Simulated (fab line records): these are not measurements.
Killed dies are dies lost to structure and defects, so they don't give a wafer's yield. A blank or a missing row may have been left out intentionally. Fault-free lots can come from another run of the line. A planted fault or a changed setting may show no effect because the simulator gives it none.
Which tool did it?	flow gf180mcu	21 wafers from 7 lots sampled at 3 of the route's 602 steps

WHAT THE GAUGES READ, wafer by wafer
GF_VT_IMPLANT_TW_MEAS_21.
lot	measured	on	VT_IMPLANT_2_TW
L169	day 7 00:55	film_metro-01	1216 1214 1219
L171	day 7 11:28	film_metro-04	1215 1217 1214
L176	day 8 20:16	film_metro-04	1224 1218 1213
L178	day 9 10:46	film_metro-04	1184 1177 1175
L185	day 11 05:42	film_metro-04	1216 1218 1216
L187	day 11 22:02	film_metro-04	1217 1218 1213
L189	day 12 10:21	film_metro-03	1220 1220 1230

WHAT TOOL EACH LOT RAN ON (gives the tool, then ch and the chambers of the sampled wafers, and finally the start)
lot	GF_STI_CMP_25	GF_VT_IMPLANT_IMPLANT_19
L169	cmp-01 ch 1,2,3, day 2 18:48	implanter-01 ch 0, day 7 00:43
L171	cmp-02 ch 0,3, day 3 04:59	implanter-03 ch 0, day 7 11:14
L176	cmp-01 ch 0,2,3, day 4 06:37	implanter-04 ch 0, day 8 20:03
L178	cmp-01 ch 1,2, day 4 17:20	implanter-01 ch 0, day 9 10:34
L185	cmp-02 ch 0,2,3, day 6 07:31	implanter-04 ch 0, day 11 05:28
L187	cmp-02 ch 1,3, day 6 17:22	implanter-03 ch 0, day 11 21:47
L189	cmp-02 ch 2,3, day 7 05:15	implanter-04 ch 0, day 12 10:07
- GF_STI_CMP_25: polishes, stops on Si3N4, t overpolish 33 s, target thk 524.6 nm.
- GF_VT_IMPLANT_IMPLANT_19

THE ANSWER, worked out from the rows above alone
Rule: what is usual is taken from the lots themselves. The widest of any qualifying gaps counts: lots, ordered by their means at a reading, are off when they make up no more than a third of the lots, leave a main group of 4 or more, and stand apart from it by 3 or more times the standard deviation of that group's means. Not used: any main group whose means are identical at the precision the tables above print for the reading. Also off: a lot with no number at a reading for which 4 or more lots have one. All remaining lots with rows at the step are treated as sound.
Off: at GF_VT_IMPLANT_TW_MEAS_21 (VT_IMPLANT_2_TW), L178. Main group: mean 1218, sd 2.7.
If a tool, at a process step before that reading, ran all the lots that are off and no sound lot after the first of them, it fits. The gauges at GF_VT_IMPLANT_TW_MEAS_21 are tried like those tools. 2 tools fit, cmp-01 at GF_STI_CMP_25 and implanter-01 at GF_VT_IMPLANT_IMPLANT_19, so this cannot tell which one it is.

WHAT THE SIMULATOR HAD INSERTED
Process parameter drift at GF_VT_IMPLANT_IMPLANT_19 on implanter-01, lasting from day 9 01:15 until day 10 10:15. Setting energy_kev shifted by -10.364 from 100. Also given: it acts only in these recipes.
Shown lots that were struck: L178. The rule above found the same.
